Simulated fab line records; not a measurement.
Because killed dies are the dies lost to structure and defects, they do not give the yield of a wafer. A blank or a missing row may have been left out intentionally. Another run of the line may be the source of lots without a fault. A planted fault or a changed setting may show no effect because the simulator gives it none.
fab line records -- flow sky130
[record] lots = 6, wafers = 16, last-day = 50
route steps=708 shown LDD_N@252 LDD_P@255 LDD_HVN@267 LDD_HVP@278 LDD_LDN@289 PAD_OPEN@708
lots with no fault: from the same line, run without faults
start-h: hours from the record's opening day to when the first of the lot's shown wafers began -- wait-h: how many hours have passed since the lot's step before this one -- " the same as in the row above -- L1.1+2: one row covering several wafers at once -- - value missing, or start not given -- * or withheld: withheld -- < > ~ a bound
route shown NAME@n: a module of which the file shows steps, and the number in the route of the first -- usual: mean/standard deviation of fault-free wafers -- same: alike in all rows -- chamber/n: place in a boat -- sites: readings site by site -- _std_site: the standard deviation of these -- _edge_site: mean of outer sites minus mean of inner sites -- radius-mm: how far each site lies from the wafer's centre -- mask NAME#n: copy n -- behind: the last tool/chamber to shape the wafer -- hold: the reason the lot was held/the length of the hold in hours/how it ended -- device: the n, p or np transistor that did not switch -- end of line: tests run on the same wafers once the route is complete -- step lacking rows: just its recipe -- killed: the dies lost at the first sort to structure and to defects; this is not the yield of the wafer -- map: a wafer's dies, x killed, . not, _ none there
set.NAME: setting as actually run; set.NAME@STEP: the setting as run at that earlier step -- model.NAME: the simulator's own value behind a step, which no gauge read
lots at some steps of the route; a table a step, a row a wafer
services: from which hour (start-h, from the record's first day; less than 0 if before it) a tool's chamber was out of use, for how many hours, and why
[[steps]]
[step SKY_LDD_N_IMPLANT_15]
[recipe] species = BF2, energy-kev = 50, dose-cm2 = 5e+12, tilt-deg = 30, rotation-deg = 270
[step SKY_LDD_N_STRIP_16]
[recipe] chemistry = O2/N2, power-w = 1400, pressure-mtorr = 1500, platen-temp-c = withheld, o2-flow-sccm = 3000, n2-flow-sccm = 300, overash-fraction = 0.5
[usual] drypump-motor-current-A = 6.14/0.21, oes-product-au = 0.407/0.0046, strip-time-to-endpoint-s = 4.313/0.013
lot.wafer,tool,chamber,start-h,wait-h,drypump-motor-current-A,oes-product-au,rf-hours-counter-h,strip-time-to-endpoint-s
L361.2,plasma-asher-03,1,416.59,0.1,6.15,0.397,71,4.314
L361.4,plasma-asher-03,1,416.59,0.1,6.16,0.410,-,4.313
L361.5,plasma-asher-03,1,416.59,0.1,6.15,0.410,-,4.314
L362.2,plasma-asher-04,0,420.69,0.1,6.35,0.404,29,4.323
L362.4,plasma-asher-04,0,420.69,0.1,6.36,0.399,-,4.317
L362.6,plasma-asher-04,1,420.69,0.1,6.26,0.408,-,4.323
L363.1,plasma-asher-03,0,438.38,0.1,5.97,0.409,1,4.291
L363.5,plasma-asher-03,1,438.38,0.1,6.16,0.403,-,4.308
L363.6,plasma-asher-03,0,438.38,0.1,5.98,0.410,-,4.283
L367.2,plasma-asher-03,0,473.73,0.1,5.99,0.407,4,4.318
L367.5,plasma-asher-03,1,473.73,0.1,6.13,0.406,-,4.308
L367.6,plasma-asher-03,0,473.73,0.1,5.97,0.406,-,4.314
L377.1,plasma-asher-01,0,562.69,0.1,5.83,0.406,76,4.320
L377.5,plasma-asher-01,1,562.69,0.1,6.40,0.400,-,4.327
L381.3,plasma-asher-01,1,591.27,0.1,6.36,0.401,-,4.304
L381.5,plasma-asher-01,0,591.27,0.1,5.84,0.400,-,4.305
[step SKY_LDD_N_TW_MEAS_17]
[usual] LDD_N_TW = 2607/14
lot.wafer,tool,chamber,start-h,wait-h,LDD_N_TW
L361.2,film-metro-01,-,416.70,0.1,2633
L361.4,film-metro-01,-,416.70,0.1,2623
L361.5,film-metro-01,-,416.70,0.1,2620
L362.2,film-metro-04,-,420.80,0.1,2605
L362.4,film-metro-04,-,420.80,0.1,2600
L362.6,film-metro-04,-,420.80,0.1,2607
L363.1,film-metro-01,-,438.48,0.1,2612
L363.5,film-metro-01,-,438.48,0.1,2609
L363.6,film-metro-01,-,438.48,0.1,2605
L367.2,film-metro-04,-,473.84,0.1,2603
L367.5,film-metro-04,-,473.84,0.1,2594
L367.6,film-metro-04,-,473.84,0.1,2606
L377.1,film-metro-04,-,562.79,0.1,2601
L377.5,film-metro-04,-,562.79,0.1,2615
L381.3,film-metro-03,-,591.35,0.1,2584
L381.5,film-metro-03,-,591.35,0.1,2582
[step SKY_LDD_P_DEHYDRATE_00]
[recipe] temp-c = 200, time-s = 60
[step SKY_LDD_P_HMDS_01]
[recipe] prime-time-s = 60, prime-temp-c = 120
[step SKY_LDD_P_COAT_02]
[recipe] resist = NOVOLAK, spin-rpm = 3000, resist-thk-nm = 1140
[step SKY_LDD_P_SOFTBAKE_03]
[recipe] temp-c = 90, time-s = 60, resist = NOVOLAK
[step SKY_LDD_P_EXPOSE_04]
[recipe] mask-id = PSDM, na = 0.6, source-shape = conventional, sigma-outer = 0.6, polarization = unpolarized, target-cd-nm = 380, dose-mj = 138
[step SKY_LDD_P_PEB_05]
[recipe] temp-c = withheld, time-s = *, resist = NOVOLAK
[step SKY_LDD_P_DEVELOP_06]
[recipe] resist = NOVOLAK, developer = TMAH, develop-time-s = 60, dev-temp-c = 23
[step SKY_LDD_P_CD_MEAS_07]
[recipe] target-cd-nm = 380
[usual] cd-nm = 379.9/2
lot.wafer,tool,chamber,start-h,wait-h,cd-nm
L361.2,cd-sem-02,-,447.33,0.2,380.8
L361.4,cd-sem-02,-,447.33,0.2,379.4
L361.5,cd-sem-02,-,447.33,0.2,380.9
L362.2,cd-sem-02,-,451.13,0.1,378.4
L362.4,cd-sem-02,-,451.13,0.1,379.4
L362.6,cd-sem-02,-,451.13,0.1,378.4
L363.1,cd-sem-01,-,468.21,0.1,379.1
L363.5,cd-sem-01,-,468.21,0.1,379.9
L363.6,cd-sem-01,-,468.21,0.1,379.5
L367.2,cd-sem-01,-,504.43,0.1,381.0
L367.5,cd-sem-01,-,504.43,0.1,383.4
L367.6,cd-sem-01,-,504.43,0.1,383.2
L377.1,cd-sem-02,-,591.54,0.1,380.8
L377.5,cd-sem-02,-,591.54,0.1,381.2
L381.3,cd-sem-02,-,620.65,0.1,381.2
L381.5,cd-sem-02,-,620.65,0.1,380.2
[step SKY_LDD_P_OVL_MEAS_08]
[usual] LDD_P_OVL = 0.4/1.6
lot.wafer,tool,chamber,start-h,wait-h,LDD_P_OVL[nm]
L361.2,overlay-01,-,447.44,0.1,2.0
L361.4,overlay-01,-,447.44,0.1,1.0
L361.5,overlay-01,-,447.44,0.1,0.5
L362.2,overlay-02,-,451.23,0.1,-3.1
L362.4,overlay-02,-,451.23,0.1,-0.9
L362.6,overlay-02,-,451.23,0.1,-1.1
L363.1,overlay-02,-,468.33,0.1,-0.3
L363.5,overlay-02,-,468.33,0.1,-0.6
L363.6,overlay-02,-,468.33,0.1,0.4
L367.2,overlay-02,-,504.53,0.1,0.6
L367.5,overlay-02,-,504.53,0.1,1.0
L367.6,overlay-02,-,504.53,0.1,0.2
L377.1,overlay-02,-,591.66,0.1,-0.3
L377.5,overlay-02,-,591.66,0.1,-1.1
L381.3,overlay-02,-,620.74,0.1,-1.0
L381.5,overlay-02,-,620.74,0.1,-1.4
[step SKY_LDD_P_IMPLANT_09]
[recipe] species = BF2, energy-kev = 25, dose-cm2 = 1e+13, tilt-deg = withheld
lot.wafer,tool,chamber,start-h,wait-h
L361.2+4+5,implanter-04,0,447.49,0.0
L362.2+4+6,implanter-03,0,451.29,0.0
L363.1+5+6,implanter-03,0,468.36,0.0
L367.2+5+6,implanter-02,0,504.59,0.0
L377.1+5,implanter-04,0,591.70,0.0
L381.3+5,implanter-04,0,620.81,0.1
[step SKY_LDD_P_STRIP_10]
[recipe] chemistry = O2/N2, power-w = 1400, pressure-mtorr = 1500, platen-temp-c = withheld, o2-flow-sccm = 3000, n2-flow-sccm = 300, overash-fraction = 0.5
[usual] drypump-motor-current-A = 6.17/0.29, oes-product-au = 0.715/0.0048, strip-time-to-endpoint-s = 14.17/0.036
lot.wafer,tool,chamber,start-h,wait-h,drypump-motor-current-A,oes-product-au,rf-hours-counter-h,strip-time-to-endpoint-s
L361.2,plasma-asher-02,1,447.62,0.1,6.53,0.718,74,14.19
L361.4,plasma-asher-02,0,447.62,0.1,5.75,0.707,-,14.19
L361.5,plasma-asher-02,0,447.62,0.1,5.76,0.707,-,14.15
L362.2,plasma-asher-04,1,451.41,0.1,6.25,0.713,33,14.14
L362.4,plasma-asher-04,1,451.41,0.1,6.28,0.713,-,14.13
L362.6,plasma-asher-04,0,451.41,0.1,6.37,0.709,-,14.13
L363.1,plasma-asher-01,1,468.51,0.1,6.36,0.713,67,14.17
L363.5,plasma-asher-01,1,468.51,0.1,6.37,0.717,-,14.19
L363.6,plasma-asher-01,0,468.51,0.1,5.83,0.711,-,14.21
L367.2,plasma-asher-01,1,504.71,0.1,6.39,0.719,70,14.12
L367.5,plasma-asher-01,1,504.71,0.1,6.38,0.719,-,14.14
L367.6,plasma-asher-01,0,504.71,0.1,5.84,0.720,-,14.17
L377.1,plasma-asher-02,1,591.85,0.1,6.50,0.713,87,14.11
L377.5,plasma-asher-02,0,591.85,0.1,5.76,0.713,-,14.13
L381.3,plasma-asher-01,1,620.95,0.1,6.39,0.713,-,14.13
L381.5,plasma-asher-01,0,620.95,0.1,5.82,0.712,-,14.12
[step SKY_LDD_P_TW_MEAS_11]
[usual] LDD_P_TW = 640/3.9
lot.wafer,tool,chamber,start-h,wait-h,LDD_P_TW
L361.2,film-metro-04,-,447.73,0.1,638
L361.4,film-metro-04,-,447.73,0.1,638
L361.5,film-metro-04,-,447.73,0.1,637
L362.2,film-metro-02,-,451.52,0.1,634
L362.4,film-metro-02,-,451.52,0.1,632
L362.6,film-metro-02,-,451.52,0.1,633
L363.1,film-metro-01,-,468.61,0.1,648
L363.5,film-metro-01,-,468.61,0.1,645
L363.6,film-metro-01,-,468.61,0.1,644
L367.2,film-metro-04,-,504.82,0.1,642
L367.5,film-metro-04,-,504.82,0.1,641
L367.6,film-metro-04,-,504.82,0.1,641
L377.1,film-metro-01,-,591.95,0.1,628
L377.5,film-metro-01,-,591.95,0.1,642
L381.3,film-metro-01,-,621.03,0.1,632
L381.5,film-metro-01,-,621.03,0.1,648
[step SKY_LDD_HVN_DEHYDRATE_00]
[recipe] temp-c = 200, time-s = 60
[step SKY_LDD_HVN_HMDS_01]
[recipe] prime-time-s = 60, prime-temp-c = 120
[step SKY_LDD_HVN_COAT_02]
[recipe] resist = NOVOLAK, spin-rpm = 3000, resist-thk-nm = 300
[step SKY_LDD_HVN_SOFTBAKE_03]
[recipe] temp-c = 90, time-s = 60, resist = NOVOLAK
[step SKY_LDD_HVN_EXPOSE_04]
[recipe] mask-id = HVNTM, na = 0.6, source-shape = conventional, sigma-outer = 0.6, polarization = unpolarized, target-cd-nm = 700, dose-mj = 127
[step SKY_LDD_HVN_PEB_05]
[recipe] temp-c = withheld, time-s = *, resist = NOVOLAK
[step SKY_LDD_HVN_DEVELOP_06]
[recipe] resist = NOVOLAK, developer = TMAH, develop-time-s = 60, dev-temp-c = 23
[step SKY_LDD_HVN_OVL_MEAS_07]
[usual] LDD_HVN_OVL = 1.0/1.6
lot.wafer,tool,chamber,start-h,wait-h,LDD_HVN_OVL[nm]
L361.2,overlay-02,-,477.55,0.1,-0.1
L361.4,overlay-02,-,477.55,0.1,1.1
L361.5,overlay-02,-,477.55,0.1,-0.7
L362.2,overlay-02,-,480.76,0.1,0.8
L362.4,overlay-02,-,480.76,0.1,0.6
L362.6,overlay-02,-,480.76,0.1,0.9
L363.1,overlay-01,-,498.60,0.1,1.1
L363.5,overlay-01,-,498.60,0.1,0.4
L363.6,overlay-01,-,498.60,0.1,-0.1
L367.2,overlay-01,-,534.76,0.1,3.3
L367.5,overlay-01,-,534.76,0.1,3.1
L367.6,overlay-01,-,534.76,0.1,3.0
L377.1,overlay-02,-,621.61,0.1,-1.6
L377.5,overlay-02,-,621.61,0.1,-2.7
L381.3,overlay-01,-,650.32,0.1,0.1
L381.5,overlay-01,-,650.32,0.1,-0.3
[step SKY_LDD_HVN_IMPLANT_08]
[recipe] species = P, energy-kev = 60, dose-cm2 = 3e+13, tilt-deg = 40
[step SKY_LDD_HVN_STRIP_09]
[recipe] chemistry = O2/N2, power-w = 1400, pressure-mtorr = 1500, platen-temp-c = withheld, o2-flow-sccm = 3000, n2-flow-sccm = 300, overash-fraction = 0.5
[usual] drypump-motor-current-A = 6.18/0.24, oes-product-au = 0.408/0.0047, strip-time-to-endpoint-s = 4.137/0.013
lot.wafer,tool,chamber,start-h,wait-h,drypump-motor-current-A,oes-product-au,rf-hours-counter-h,strip-time-to-endpoint-s
L361.2,plasma-asher-03,1,477.73,0.1,6.16,0.405,5,4.124
L361.4,plasma-asher-03,1,477.73,0.1,6.15,0.407,-,4.143
L361.5,plasma-asher-03,0,477.73,0.1,5.96,0.409,-,4.135
L362.2,plasma-asher-04,0,480.94,0.1,6.34,0.412,35,4.145
L362.4,plasma-asher-04,0,480.94,0.1,6.33,0.409,-,4.160
L362.6,plasma-asher-04,1,480.94,0.1,6.25,0.410,-,4.152
L363.1,plasma-asher-04,0,498.78,0.1,6.34,0.405,37,4.143
L363.5,plasma-asher-04,0,498.78,0.1,6.34,0.409,-,4.159
L363.6,plasma-asher-04,1,498.78,0.1,6.23,0.413,-,4.138
L367.2,plasma-asher-02,0,534.94,0.1,5.77,0.412,82,4.126
L367.5,plasma-asher-02,1,534.94,0.1,6.50,0.410,-,4.146
L367.6,plasma-asher-02,0,534.94,0.1,5.77,0.410,-,4.146
L377.1,plasma-asher-02,1,621.79,0.1,6.53,0.405,90,4.143
L377.5,plasma-asher-02,1,621.79,0.1,6.52,0.411,-,4.133
L381.3,plasma-asher-02,1,650.53,0.1,6.50,0.413,-,4.124
L381.5,plasma-asher-02,1,650.53,0.1,6.53,0.406,-,4.132
[step SKY_LDD_HVN_TW_MEAS_10]
[usual] LDD_HVN_TW = 1445/9.5
lot.wafer,tool,chamber,start-h,wait-h,LDD_HVN_TW
L361.2,film-metro-04,-,477.84,0.1,1446
L361.4,film-metro-04,-,477.84,0.1,1442
L361.5,film-metro-04,-,477.84,0.1,1439
L362.2,film-metro-03,-,481.05,0.1,1450
L362.4,film-metro-03,-,481.05,0.1,1456
L362.6,film-metro-03,-,481.05,0.1,1450
L363.1,film-metro-02,-,498.88,0.1,1440
L363.5,film-metro-02,-,498.88,0.1,1431
L363.6,film-metro-02,-,498.88,0.1,1438
L367.2,film-metro-03,-,535.05,0.1,1454
L367.5,film-metro-03,-,535.05,0.1,1446
L367.6,film-metro-03,-,535.05,0.1,1439
L377.1,film-metro-04,-,621.89,0.1,1450
L377.5,film-metro-04,-,621.89,0.1,1450
L381.3,film-metro-04,-,650.61,0.1,1453
L381.5,film-metro-04,-,650.61,0.1,1465
[step SKY_LDD_HVP_DEHYDRATE_00]
[recipe] temp-c = 200, time-s = 60
[step SKY_LDD_HVP_HMDS_01]
[recipe] prime-time-s = 60, prime-temp-c = 120
[step SKY_LDD_HVP_COAT_02]
[recipe] resist = NOVOLAK, spin-rpm = 3000, resist-thk-nm = 300
[step SKY_LDD_HVP_SOFTBAKE_03]
[recipe] temp-c = 90, time-s = 60, resist = NOVOLAK
[step SKY_LDD_HVP_EXPOSE_04]
[recipe] mask-id = HVPTM, na = 0.6, source-shape = conventional, sigma-outer = 0.6, polarization = unpolarized, target-cd-nm = 700, dose-mj = 86
[step SKY_LDD_HVP_PEB_05]
[recipe] temp-c = withheld, time-s = *, resist = NOVOLAK
[step SKY_LDD_HVP_DEVELOP_06]
[recipe] resist = NOVOLAK, developer = TMAH, develop-time-s = 60, dev-temp-c = 23
[step SKY_LDD_HVP_OVL_MEAS_07]
[usual] LDD_HVP_OVL = -0.1/1.4
lot.wafer,tool,chamber,start-h,wait-h,LDD_HVP_OVL[nm]
L361.2,overlay-02,-,508.36,0.1,0.3
L361.4,overlay-02,-,508.36,0.1,0.6
L361.5,overlay-02,-,508.36,0.1,-0.5
L362.2,overlay-02,-,512.01,0.1,-0.2
L362.4,overlay-02,-,512.01,0.1,0.1
L362.6,overlay-02,-,512.01,0.1,-0.3
L363.1,overlay-02,-,528.51,0.1,-1.5
L363.5,overlay-02,-,528.51,0.1,-2.1
L363.6,overlay-02,-,528.51,0.1,-2.9
L367.2,overlay-02,-,564.10,0.1,3.2
L367.5,overlay-02,-,564.10,0.1,1.9
L367.6,overlay-02,-,564.10,0.1,2.9
L377.1,overlay-02,-,650.96,0.1,-0.7
L377.5,overlay-02,-,650.96,0.1,0.2
L381.3,overlay-02,-,678.71,0.1,0.9
L381.5,overlay-02,-,678.71,0.1,-0.1
[step SKY_LDD_HVP_IMPLANT_08]
[recipe] species = B, energy-kev = 20, dose-cm2 = 1.7e+13, tilt-deg = 17.9
[step SKY_LDD_HVP_STRIP_09]
[recipe] chemistry = O2/N2, power-w = 1400, pressure-mtorr = 1500, platen-temp-c = withheld, o2-flow-sccm = 3000, n2-flow-sccm = 300, overash-fraction = 0.5
[usual] drypump-motor-current-A = 6.10/0.27, oes-product-au = 0.408/0.005, strip-time-to-endpoint-s = 4.134/0.015
lot.wafer,tool,chamber,start-h,wait-h,drypump-motor-current-A,oes-product-au,rf-hours-counter-h,strip-time-to-endpoint-s
L361.2,plasma-asher-03,1,508.54,0.1,6.18,0.407,7,4.120
L361.4,plasma-asher-03,0,508.54,0.1,5.95,0.404,-,4.143
L361.5,plasma-asher-03,1,508.54,0.1,6.17,0.410,-,4.136
L362.2,plasma-asher-03,0,512.19,0.1,5.93,0.402,8,4.148
L362.4,plasma-asher-03,1,512.19,0.1,6.17,0.402,-,4.164
L362.6,plasma-asher-03,0,512.19,0.1,5.95,0.407,-,4.141
L363.1,plasma-asher-01,0,528.69,0.1,5.83,0.409,72,4.153
L363.5,plasma-asher-01,1,528.69,0.1,6.37,0.409,-,4.147
L363.6,plasma-asher-01,0,528.69,0.1,5.83,0.412,-,4.119
L367.2,plasma-asher-02,1,564.28,0.1,6.50,0.410,85,4.149
L367.5,plasma-asher-02,0,564.28,0.1,5.77,0.406,-,4.159
L367.6,plasma-asher-02,1,564.28,0.1,6.49,0.404,-,4.141
L377.1,plasma-asher-02,0,651.14,0.1,5.76,0.410,93,4.130
L377.5,plasma-asher-02,0,651.14,0.1,5.77,0.416,-,4.151
L381.3,plasma-asher-03,0,678.92,0.1,5.97,0.412,-,4.133
L381.5,plasma-asher-03,1,678.92,0.1,6.16,0.409,-,4.119
[step SKY_LDD_HVP_TW_MEAS_10]
[usual] LDD_HVP_TW = 458/3.5
lot.wafer,tool,chamber,start-h,wait-h,LDD_HVP_TW
L361.2,film-metro-01,-,508.65,0.1,458
L361.4,film-metro-01,-,508.65,0.1,457
L361.5,film-metro-01,-,508.65,0.1,459
L362.2,film-metro-02,-,512.30,0.1,456
L362.4,film-metro-02,-,512.30,0.1,456
L362.6,film-metro-02,-,512.30,0.1,454
L363.1,film-metro-01,-,528.79,0.1,464
L363.5,film-metro-01,-,528.79,0.1,464
L363.6,film-metro-01,-,528.79,0.1,463
L367.2,film-metro-01,-,564.39,0.1,460
L367.5,film-metro-01,-,564.39,0.1,460
L367.6,film-metro-01,-,564.39,0.1,460
L377.1,film-metro-01,-,651.24,0.1,460
L377.5,film-metro-01,-,651.24,0.1,459
L381.3,film-metro-03,-,679.00,0.1,456
L381.5,film-metro-03,-,679.00,0.1,455
[step SKY_LDD_LDN_DEHYDRATE_00]
[recipe] temp-c = 200, time-s = 60
[step SKY_LDD_LDN_HMDS_01]
[recipe] prime-time-s = 60, prime-temp-c = 120
[step SKY_LDD_LDN_COAT_02]
[recipe] resist = NOVOLAK, spin-rpm = 3000, resist-thk-nm = 1140
[step SKY_LDD_LDN_SOFTBAKE_03]
[recipe] temp-c = 90, time-s = 60, resist = NOVOLAK
[step SKY_LDD_LDN_EXPOSE_04]
[recipe] mask-id = LDNTM, na = 0.6, source-shape = conventional, sigma-outer = 0.6, polarization = unpolarized, target-cd-nm = 700, dose-mj = 140
[step SKY_PAD_OPEN_PROBE_99]
[usual] killed_at_M0_to_M3 = 44/6.8, killed_at_M4_up = 3.2/1.7, killed-at-contacts = 24/4.9, killed-at-front-end = 14/4.1, killed-at-other = 0.2/0.51, killed-dies = 85/8.7, killed-open = 46/6.8, killed-short = 39/6.1
[same] gross-dies = 492, killed-at-back-side = 0
lot.wafer,tool,chamber,start-h,wait-h,killed_at_M0_to_M3,killed_at_M4_up,killed-at-contacts,killed-at-front-end,killed-at-other,killed-dies,killed-open,killed-short,model.etest.tip-p.rs-ohm-sq-range,model.etest.tip-p.rs-ohm-sq-rim-less-centre,model.etest.pfet_01v8.drive-ua-um-range,model.etest.pfet_01v8.vt-v-range
L361.2,prober-02,-,1081.88,0.1,49,5,23,10,2,89,44,45,204.1,141.9,12.26,0.01316
L361.4,prober-02,-,1081.98,0.2,34,3,29,21,1,88,52,36,258.5,205.5,9.728,0.01194
L361.5,prober-02,-,1082.03,0.2,36,5,28,13,0,82,51,31,282.4,111.5,6.682,0.01163
L362.2,prober-01,-,1084.37,0.1,41,4,24,15,2,86,42,44,189.7,-52.45,8.409,0.01903
L362.4,prober-01,-,1084.47,0.2,45,3,26,9,0,83,45,38,228.6,98.01,9.852,0.01923
L362.6,prober-01,-,1084.57,0.2,46,6,18,18,1,89,44,45,198.3,-20.19,11.2,0.0132
L363.1,prober-02,-,1098.59,0.1,55,1,22,18,0,96,52,44,222.6,23.74,7.714,0.01498
L363.5,prober-02,-,1098.79,0.2,31,7,23,14,0,75,40,35,145.9,75.93,9.201,0.01495
L363.6,prober-02,-,1098.84,0.2,47,6,17,10,0,80,49,31,218.1,99.15,4.633,0.01772
L367.2,prober-02,-,1129.98,0.1,36,3,28,12,0,79,48,31,200.1,82.96,9.322,0.01247
L367.5,prober-02,-,1130.13,0.2,46,2,26,13,0,87,47,40,179.9,61.07,6.216,0.01273
L367.6,prober-02,-,1130.18,0.2,51,6,29,25,1,112,62,50,109,65.52,5.169,0.009927
L377.1,prober-02,-,1174.31,0.1,35,0,26,17,0,78,38,40,2035,585.8,10.52,0.02886
L377.5,prober-02,-,1174.51,0.2,44,1,26,14,0,85,58,27,192.6,55.24,4.013,0.01221
L381.3,prober-02,-,1194.28,0.2,54,3,13,12,1,83,44,39,1916,514.3,13.92,0.0335
L381.5,prober-02,-,1194.38,0.2,42,1,32,12,1,88,46,42,237.4,17.31,7.13,0.01219
// killed by level:class
L361.2 VIA1:geometric-particle:open=9 VIA3:geometric-particle:open=8 LI_CONTACT:geometric-particle:open=7 VIA1:geometric-particle:short=7 VIA2:geometric-particle:short=7 CONTACT:geometric-particle:open=6 VIA2:geometric-particle:open=6 METAL4:geometric-particle:short=5
L361.4 CONTACT:geometric-particle:open=10 LI_CONTACT:geometric-particle:open=9 POLY_GATE:geometric-particle:short=6 VIA1:geometric-particle:open=6 VIA2:geometric-particle:open=6 POLY_GATE:geometric-particle:open=5 METAL3:geometric-particle:short=5 METAL2:geometric-particle:short=5
L361.5 CONTACT:geometric-particle:open=12 VIA1:geometric-particle:open=8 VIA2:geometric-particle:open=7 LI_CONTACT:geometric-particle:open=7 VIA3:geometric-particle:open=7 CONTACT:geometric-particle:short=7 VIA1:geometric-particle:short=7 POLY_GATE:geometric-particle:short=4
L362.2 CONTACT:geometric-particle:open=10 VIA1:geometric-particle:open=9 VIA1:geometric-particle:short=7 VIA2:geometric-particle:open=6 FIELD_ISO:geometric-particle:short=5 LI_CONTACT:geometric-particle:open=5 METAL1:geometric-particle:short=5 METAL4:geometric-particle:short=4
L362.4 VIA1:geometric-particle:open=12 CONTACT:geometric-particle:open=9 VIA2:geometric-particle:open=6 VIA1:geometric-particle:short=6 LI_CONTACT:geometric-particle:open=6 METAL2:geometric-particle:short=6 VIA3:geometric-particle:short=6 LOCAL_INTERCONNECT:geometric-particle:short=5
L362.6 VIA1:geometric-particle:open=13 VIA2:geometric-particle:open=8 CONTACT:geometric-particle:open=7 CONTACT:geometric-particle:short=6 POLY_GATE:geometric-particle:short=5 METAL1:geometric-particle:short=5 VIA1:geometric-particle:short=5 FIELD_ISO:geometric-particle:short=4
L363.1 VIA1:geometric-particle:open=13 FIELD_ISO:geometric-particle:open=7 CONTACT:geometric-particle:short=7 VIA1:geometric-particle:short=7 METAL2:geometric-particle:short=7 VIA3:geometric-particle:open=7 LI_CONTACT:geometric-particle:open=6 VIA2:geometric-particle:open=6
L363.5 CONTACT:geometric-particle:open=9 LI_CONTACT:geometric-particle:open=7 VIA1:geometric-particle:open=7 POLY_GATE:geometric-particle:short=5 METAL4:geometric-particle:short=5 FIELD_ISO:geometric-particle:short=4 METAL2:geometric-particle:short=4 VIA3:geometric-particle:open=4
L363.6 VIA1:geometric-particle:open=12 VIA3:geometric-particle:open=9 VIA2:geometric-particle:open=7 CONTACT:geometric-particle:open=6 FIELD_ISO:geometric-particle:open=4 METAL4:geometric-particle:short=4 LOCAL_INTERCONNECT:geometric-particle:short=3 CONTACT:geometric-particle:short=3
L367.2 VIA2:geometric-particle:open=10 CONTACT:geometric-particle:short=8 LI_CONTACT:geometric-particle:open=7 CONTACT:geometric-particle:open=7 VIA3:geometric-particle:open=6 VIA1:geometric-particle:open=6 FIELD_ISO:geometric-particle:open=5 VIA1:geometric-particle:short=5
L367.5 VIA1:geometric-particle:open=12 CONTACT:geometric-particle:open=10 LOCAL_INTERCONNECT:geometric-particle:short=8 METAL1:geometric-particle:short=7 FIELD_ISO:geometric-particle:short=6 FIELD_ISO:geometric-particle:open=6 VIA2:geometric-particle:open=6 VIA1:geometric-particle:short=5
L367.6 VIA2:geometric-particle:open=13 CONTACT:geometric-particle:open=11 VIA1:geometric-particle:open=11 LI_CONTACT:geometric-particle:open=10 FIELD_ISO:geometric-particle:short=9 METAL2:geometric-particle:short=6 FIELD_ISO:geometric-particle:open=5 POLY_GATE:geometric-particle:open=4
L377.1 LI_CONTACT:geometric-particle:open=7 VIA1:geometric-particle:open=7 VIA2:geometric-particle:open=7 CONTACT:geometric-particle:short=6 LOCAL_INTERCONNECT:geometric-particle:short=5 CONTACT:geometric-particle:open=5 VIA3:geometric-particle:short=5 FIELD_ISO:geometric-particle:short=4
L377.5 LI_CONTACT:geometric-particle:open=13 VIA2:geometric-particle:open=12 CONTACT:geometric-particle:open=10 VIA1:geometric-particle:open=8 VIA3:geometric-particle:open=6 METAL2:geometric-particle:short=5 METAL1:geometric-particle:short=4 FIELD_ISO:geometric-particle:open=3
L381.3 METAL2:geometric-particle:short=10 VIA1:geometric-particle:open=9 VIA3:geometric-particle:open=9 VIA2:geometric-particle:open=7 CONTACT:geometric-particle:open=6 CONTACT:geometric-particle:short=4 FIELD_ISO:geometric-particle:short=4 METAL1:geometric-particle:short=4
L381.5 LI_CONTACT:geometric-particle:open=11 VIA2:geometric-particle:open=9 CONTACT:geometric-particle:short=8 CONTACT:geometric-particle:open=7 VIA1:geometric-particle:open=7 METAL2:geometric-particle:short=6 VIA1:geometric-particle:short=6 FIELD_ISO:geometric-particle:open=5
[[services]]
tool,chamber,start-h,hours,kind
plasma-asher-03,-,421.25,9.0,pm
plasma-asher-03,0,421.25,9.0,vent-cycle
plasma-asher-03,1,421.25,9.0,vent-cycle
plasma-asher-02,-,427.84,1.3,repair
plasma-asher-03,0,430.25,-,clean
plasma-asher-03,1,430.25,-,clean
plasma-asher-03,-,443.47,3.0,repair
implanter-04,-,470.48,3.2,pm
plasma-asher-04,-,477.69,2.8,pm
plasma-asher-03,-,507.16,1.3,repair
plasma-asher-01,-,511.22,2.0,repair
plasma-asher-02,-,530.22,2.8,pm
plasma-asher-02,-,535.48,1.8,repair
plasma-asher-04,-,542.33,2.1,repair
implanter-02,-,559.18,7.7,pm
implanter-02,-,566.80,3.6,repair
plasma-asher-04,-,588.81,0.4,repair
implanter-04,-,647.16,12.9,repair
implanter-03,-,647.29,3.7,repair
plasma-asher-02,-,655.04,9.5,repair
implanter-03,-,663.77,5.9,pm
[[key]]
first-sign none at tools or gauges
[model-effect] step = SKY_PAD_OPEN_PROBE_99, value = etest.tip-p.rs-ohm-sq-range, without = 153.2, struck = 1976
met-at SKY_LDD_P_IMPLANT_09
struck-wafers L377.1,L381.3
tester-left-out L377,L381
onset-between 447.49 591.70
[fault] kind = process-parameter-drift, tool = implanter-04, chamber = -, onset-h = 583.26, steps = SKY_LDD_P_IMPLANT_09, channel = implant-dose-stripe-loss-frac, offset = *, shape = step, end-h = 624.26, scope = struck-wafers-only
// tester-left-out: of these lots the tester's yield and bins aren't shown, on N5 and GAA mostly nor the transistor test; their killed dies are dies lost to structure and defects alone, not to doping, threshold or leakage, so they don't give the yield
